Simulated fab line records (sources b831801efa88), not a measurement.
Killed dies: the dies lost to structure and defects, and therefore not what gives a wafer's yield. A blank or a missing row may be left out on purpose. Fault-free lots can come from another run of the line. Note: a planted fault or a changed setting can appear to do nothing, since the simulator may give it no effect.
fab line records    flow sky130
[record] lots = 13  wafers = 39  lastDay = 50
route steps=708 shown FIELD_ISO@20 METAL4@598 CAP2M@616 PAD_OPEN@708
lots with no fault: from the same line, run without faults
startH: the number of hours between the record's first day and the start of the first shown wafer of the lot    waitH: hours elapsed since this lot's preceding step    " the same as in the row above    L1.1+2: one row covering several wafers at once    - no value present, or no start provided    * or withheld: withheld    < > ~ a bound
route shown NAME@n: names a module that has steps shown in the file, with the first one's number in the route    usual: the fault-free wafers' mean and standard deviation    same: alike in all rows    chamber/n: place in a boat    sites: per-site readings    _std_site: standard deviation across them    _edge_site: inner sites' mean taken away from outer sites' mean    radiusMm: how far each site lies from the wafer's centre    mask NAME#n: copy n    behind: the most recent tool/chamber to have shaped the wafer    hold: what put the lot on hold/how long, in hours/how the hold closed    device: transistor that didn't switch, given as n, p or np    end of line: the same wafers' tests at the end of the route    where a step has no rows: the recipe by itself    killed: not the wafer's yield, but the dies lost to structure and defects at the first sort    map: per-die view of a wafer (x killed, . not killed, _ where there is no die)
set.NAME: the run value of the setting; set.NAME@STEP: its run value at that earlier step    model.NAME: the simulator's own value behind a step, which no gauge read
a sample of lots followed through the steps of the route, with each step as a table and each wafer as a row
services: when a tool's chamber went out of use (startH, in hours from the record's first day, below 0 if earlier), for how many hours, and the reason
[[steps]]
[step SKY_FIELD_ISO_CLEAN_19]
[recipe] chemistry = SC1/SC2  mix = 1:4:20  tempC = 70  timeS = 150
lot.wafer   tool         chamber  startH  waitH
L930.2+3+4  wetBench-04  1        30.29   0.0
L932.3+4+6  wetBench-01  2        39.23   0.0
L933.2+3+4  wetBench-03  0        45.16   0.0
L936.1+2+4  wetBench-01  1        62.76   0.0
L938.1+5+6  wetBench-01  1        70.83   0.0
L939.1+3+4  wetBench-01  3        76.19   0.0
L942.1+4+6  wetBench-01  3        92.31   0.0
L943.1+5+6  wetBench-04  0        96.47   0.0
L945.1+2+6  wetBench-04  0        106.48  0.0
L949.4+5+6  wetBench-03  1        128.04  0.0
L950.1+2+5  wetBench-04  3        134.48  0.0
L952.2+4+5  wetBench-03  0        142.83  0.0
L953.1+2+3  wetBench-04  2        148.61  0.0
[step SKY_METAL4_SPUTTER_00]
[recipe] material = Ti  targetThkNm = 15  powerW = 3000  timeS = 10  chamberPressurePa = 0.4
[usual] throttleValvePct = 30.6/0.78
lot.wafer  tool           chamber  startH   waitH  throttleValvePct
L930.2     pvdSputter-01  -        923.34   0.2    31.4
L930.3     "              -        "        "      29.8
L930.4     "              -        "        "      30.4
L932.3     pvdSputter-01  -        937.69   0.1    29.9
L932.4     "              -        "        "      30.2
L932.6     "              -        "        "      29.5
L933.2     pvdSputter-01  -        943.86   0.1    30.3
L933.3     "              -        "        "      29.8
L933.4     "              -        "        "      30.6
L936.1     pvdSputter-03  -        980.58   0.2    30.7
L936.2     "              -        "        "      29.0
L936.4     "              -        "        "      29.6
L938.1     pvdSputter-03  -        985.63   0.1    29.2
L938.5     "              -        "        "      31.8
L938.6     "              -        "        "      31.4
L939.1     pvdSputter-01  -        1003.15  0.1    30.5
L939.3     "              -        "        "      30.7
L939.4     "              -        "        "      29.8
L942.1     pvdSputter-03  -        1024.29  0.1    29.6
L942.4     "              -        "        "      31.8
L942.6     "              -        "        "      28.7
L943.1     pvdSputter-03  -        1025.60  0.1    31.1
L943.5     "              -        "        "      31.0
L943.6     "              -        "        "      29.3
L945.1     pvdSputter-01  -        1034.35  0.2    30.5
L945.2     "              -        "        "      29.8
L945.6     "              -        "        "      30.7
L949.4     pvdSputter-01  -        1055.20  0.3    30.3
L949.5     "              -        "        "      30.3
L949.6     "              -        "        "      31.6
L950.1     pvdSputter-04  -        1060.75  0.1    31.9
L950.2     "              -        "        "      31.3
L950.5     "              -        "        "      32.0
L952.2     pvdSputter-01  -        1069.51  0.1    31.5
L952.4     "              -        "        "      30.4
L952.5     "              -        "        "      30.4
L953.1     pvdSputter-04  -        1077.69  0.2    32.0
L953.2     "              -        "        "      31.2
L953.3     "              -        "        "      30.9
[step SKY_CAP2M_METAL_ETCH_13]
[recipe] targetDepthNm = 220  stopOn = SiO2  chemistry = Cl2/BCl3  target = TiN  pressureMtorr = 10  icpW = 900  biasW = 47.28  Cl2_flow_sccm = 60  bcl3FlowSccm = 30  timeS = 62.9
[usual] chamberPressureMTorr = 9.999/0.013  drypumpMotorCurrentA = 6.10/0.28  heBacksideLeakSccm = 3.34/0.27  mfcCl2Sccm = 60.00/0.17  oesProductAu = 0.945/0.0085  throttleValvePct = 21.900/0.01
lot.wafer  tool         chamber  startH   waitH  chamberPressureMTorr  drypumpMotorCurrentA  heBacksideLeakSccm  mfcCl2Sccm  oesProductAu  rfHoursCounterH  throttleValvePct
L930.2     rieMetal-04  0        948.09   0.0    9.999                 6.12                  3.56                59.84       0.951         8                21.895
L930.3     "            1        "        "      9.999                 6.45                  3.51                59.97       0.935         -                21.918
L930.4     "            0        "        "      10.011                6.11                  3.45                59.87       0.953         -                21.898
L932.3     rieMetal-01  0        961.39   0.0    9.991                 5.63                  3.05                60.22       0.955         -                21.903
L932.4     "            1        "        "      10.014                6.25                  3.16                60.22       0.933         -                21.916
L932.6     "            1        "        "      10.005                6.25                  3.28                59.99       0.944         -                21.907
L933.2     rieMetal-04  0        967.38   0.0    9.997                 6.12                  3.49                60.30       0.933         9                21.896
L933.3     "            0        "        "      10.005                6.11                  3.53                60.19       0.951         -                21.879
L933.4     "            1        "        "      9.905                 6.46                  3.78                59.83       0.954         -                21.889
L936.1     rieMetal-01  1        1003.93  0.0    10.002                6.24                  3.04                60.11       0.944         15               21.904
L936.2     "            0        "        "      10.005                5.58                  3.25                60.00       0.949         5                21.877
L936.4     "            0        "        "      9.993                 5.58                  3.12                60.01       0.944         -                21.891
L938.1     rieMetal-04  1        1008.98  0.0    9.996                 6.48                  3.58                59.79       0.951         16               21.911
L938.5     "            0        "        "      9.990                 6.13                  3.66                59.78       0.938         -                21.892
L938.6     "            1        "        "      10.006                6.47                  3.60                59.92       0.949         -                21.907
L939.1     rieMetal-01  0        1026.52  0.0    10.006                5.60                  2.91                59.86       0.935         6                21.908
L939.3     "            1        "        "      9.981                 6.26                  3.20                60.21       0.943         -                21.889
L939.4     "            0        "        "      9.995                 5.60                  3.03                60.06       0.935         -                21.893
L942.1     rieMetal-02  1        1046.97  0.0    10.002                6.05                  3.30                59.77       0.948         11               21.903
L942.4     "            1        "        "      9.981                 6.05                  3.29                60.16       0.944         -                21.900
L942.6     "            0        "        "      10.006                6.21                  3.43                59.99       0.955         -                21.901
L943.1     rieMetal-01  0        1047.92  0.0    10.006                5.60                  3.09                59.57       0.931         8                21.907
L943.5     "            1        "        "      10.002                6.23                  3.28                60.05       0.942         -                21.892
L943.6     "            0        "        "      10.014                5.59                  3.11                59.78       0.927         -                21.913
L945.1     rieMetal-04  1        1056.03  0.0    10.005                6.49                  3.71                59.87       0.954         18               21.909
L945.2     "            0        "        "      9.984                 6.12                  3.64                60.00       0.955         15               21.897
L945.6     "            1        "        "      10.005                6.47                  3.58                59.92       0.948         -                21.893
L949.4     rieMetal-02  0        1076.27  0.0    9.998                 6.25                  3.24                60.04       0.939         -                21.900
L949.5     "            1        "        "      10.018                6.03                  3.35                59.56       0.943         -                21.907
L949.6     "            0        "        "      9.998                 6.24                  3.28                59.91       0.946         -                21.900
L950.1     rieMetal-04  0        1081.68  0.0    9.997                 6.12                  3.71                60.12       0.947         17               21.909
L950.2     "            1        "        "      9.993                 6.44                  3.44                60.21       0.952         21               21.889
L950.5     "            1        "        "      10.018                6.46                  3.45                60.32       0.942         -                21.893
L952.2     rieMetal-01  1        1090.32  0.0    10.001                6.26                  3.22                59.72       0.931         20               21.911
L952.4     "            1        "        "      9.991                 6.24                  3.09                60.15       0.943         -                21.896
L952.5     "            1        "        "      9.994                 6.26                  3.26                60.13       0.937         -                21.903
L953.1     rieMetal-01  1        1097.72  0.0    10.007                6.25                  3.18                59.88       0.936         20               21.908
L953.2     "            0        "        "      9.994                 5.62                  3.27                60.25       0.950         11               21.907
L953.3     "            1        "        "      10.005                6.23                  3.18                59.83       0.936         -                21.909
[step SKY_METAL4_OVL_MEAS_14]
[usual] METAL4_OVL = 3/5.3
lot.wafer  tool        chamber  startH   waitH  METAL4_OVL[nm]
L930.2     overlay-02  -        972.49   0.1    6
L930.3     "           -        "        "      2
L930.4     "           -        "        "      14
L932.3     overlay-01  -        985.92   0.1    7
L932.4     "           -        "        "      9
L932.6     "           -        "        "      2
L933.2     overlay-02  -        991.21   0.1    6
L933.3     "           -        "        "      -6
L933.4     "           -        "        "      -2
L936.1     overlay-02  -        1028.05  0.1    11
L936.2     "           -        "        "      5
L936.4     "           -        "        "      9
L938.1     overlay-02  -        1032.51  0.1    2
L938.5     "           -        "        "      5
L938.6     "           -        "        "      0
L939.1     overlay-02  -        1049.56  0.1    7
L939.3     "           -        "        "      10
L939.4     "           -        "        "      3
L942.1     overlay-01  -        1069.39  0.1    -10
L942.4     "           -        "        "      3
L942.6     "           -        "        "      3
L943.1     overlay-01  -        1070.45  0.1    12
L943.5     "           -        "        "      2
L943.6     "           -        "        "      6
L945.1     overlay-01  -        1078.04  0.1    -2
L945.2     "           -        "        "      4
L945.6     "           -        "        "      0
L949.4     overlay-01  -        1097.06  0.1    10
L949.5     "           -        "        "      1
L949.6     "           -        "        "      3
L950.1     overlay-01  -        1101.36  0.1    -8
L950.2     "           -        "        "      5
L950.5     "           -        "        "      -8
L952.2     overlay-02  -        1110.96  0.1    7
L952.4     "           -        "        "      12
L952.5     "           -        "        "      2
L953.1     overlay-01  -        1117.86  0.1    5
L953.2     "           -        "        "      8
L953.3     "           -        "        "      3
[step SKY_PAD_OPEN_PROBE_99]
[usual] killed_at_M0_to_M3 = 42/7.1  killed_at_M4_up = 3.0/1.7  killedAtContacts = 25/5  killedAtFrontEnd = 16/4.4  killedAtOther = 0.5/1.4  killedDies = 87/9.2  killedOpen = 47/6.2  killedShort = 39/6.6
[same] grossDies = 492  killedAtBackSide = 0
lot.wafer  tool       chamber  startH   waitH  killed_at_M0_to_M3  killed_at_M4_up  killedAtContacts  killedAtFrontEnd  killedAtOther  killedDies  killedOpen  killedShort
L939.1     prober-02  -        1136.30  0.1    46                  1                20                58                3              128         42          33
L939.3     prober-02  -        1136.40  0.2    51                  1                24                64                1              141         53          36
L939.4     prober-02  -        1136.45  0.2    47                  0                26                63                0              136         46          41
L942.1     prober-02  -        1154.07  0.1    42                  0                24                66                0              132         44          37
L942.4     prober-02  -        1154.22  0.2    31                  1                28                61                0              121         46          25
L942.6     prober-02  -        1154.32  0.2    45                  3                29                62                0              139         49          45
// killed by level:class
L939.1 FIELD_ISO:unspecified=51 CONTACT:geometricParticle:open=12 METAL1:geometricParticle:short=9 VIA1:geometricParticle:open=8 VIA2:geometricParticle:open=7 VIA3:geometricParticle:open=5 LI_CONTACT:geometricParticle:open=4 VIA2:geometricParticle:short=4
L939.3 FIELD_ISO:unspecified=51 CONTACT:geometricParticle:open=11 VIA2:geometricParticle:open=9 VIA3:geometricParticle:open=9 VIA1:geometricParticle:open=8 POLY_GATE:geometricParticle:short=5 FIELD_ISO:geometricParticle:short=4 LI_CONTACT:geometricParticle:open=4
L939.4 FIELD_ISO:unspecified=49 CONTACT:geometricParticle:open=12 METAL1:geometricParticle:short=8 LI_CONTACT:geometricParticle:open=7 VIA3:geometricParticle:open=7 METAL2:geometricParticle:short=7 VIA2:geometricParticle:open=5 VIA1:geometricParticle:short=5
L942.1 FIELD_ISO:unspecified=51 CONTACT:geometricParticle:open=10 VIA1:geometricParticle:open=9 FIELD_ISO:geometricParticle:short=7 LI_CONTACT:geometricParticle:open=6 VIA3:geometricParticle:open=6 METAL2:geometricParticle:short=5 VIA2:geometricParticle:open=5
L942.4 FIELD_ISO:unspecified=49 LI_CONTACT:geometricParticle:open=9 CONTACT:geometricParticle:open=9 VIA3:geometricParticle:open=8 VIA1:geometricParticle:open=7 VIA2:geometricParticle:open=7 CONTACT:geometricParticle:short=6 METAL2:geometricParticle:short=4
L942.6 FIELD_ISO:unspecified=45 CONTACT:geometricParticle:open=10 VIA1:geometricParticle:open=9 LI_CONTACT:geometricParticle:open=8 METAL2:geometricParticle:short=8 VIA1:geometricParticle:short=7 FIELD_ISO:geometricParticle:open=5 METAL1:geometricParticle:short=5
[[services]]
tool           chamber  startH   hours  kind
wetBench-04    -        34.00    4.4    pm
rieMetal-01    -        100.76   1.4    repair
pvdSputter-01  -        113.31   1.0    repair
rieMetal-04    -        194.74   1.4    pm
rieMetal-04    -        258.99   0.9    repair
rieMetal-01    -        302.18   1.6    repair
rieMetal-01    1        327.10   6.8    repair
wetBench-04    -        327.54   61.8   repair
rieMetal-01    -        331.38   2.9    repair
pvdSputter-01  -        386.85   3.2    repair
wetBench-01    -        402.33   1.9    repair
rieMetal-01    -        509.12   0.8    repair
rieMetal-01    -        548.34   2.8    pm
rieMetal-01    0        551.23   8.5    repair
pvdSputter-01  -        600.61   64.8   repair
rieMetal-01    0        668.19   2.3    repair
pvdSputter-01  -        721.69   7.6    repair
rieMetal-01    -        730.53   1.4    pm
wetBench-04    -        777.93   1.9    pm
wetBench-04    -        874.46   1.8    repair
pvdSputter-01  -        888.99   3.3    repair
pvdSputter-01  -        899.16   1.0    repair
rieMetal-01    0        986.46   10.5   repair
pvdSputter-01  -        1016.29  9.8    repair
[[key]]
[firstSign] step = SKY_PAD_OPEN_PROBE_99  reading = killedAtFrontEnd  direction = up  sigmas = 11  usual = 16  struck = 62
[effect] step = SKY_PAD_OPEN_PROBE_99  reading = killedDies  direction = up  sigmas = 5  usual = 87  struck = 133
metAt SKY_FIELD_ISO_CLEAN_19
struckLots L939,L942
testerLeftOut L939,L942
notActingAt SKY_METAL4_SPUTTER_00,SKY_CAP2M_METAL_ETCH_13,SKY_METAL4_OVL_MEAS_14
onsetBetween 70.83 76.19
[fault] kind = chamberParticleSource  tool = wetBench-01  chamber = -  onsetH = 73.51  steps = SKY_FIELD_ISO_CLEAN_19  ratePerVisitCm2 = 2.0619  endH = 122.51
// testerLeftOut: of these lots the tester's yield and bins aren't shown, on N5 and GAA mostly nor the transistor test; their killed dies are dies lost to structure and defects alone, not to doping, threshold or leakage, so they don't give the yield
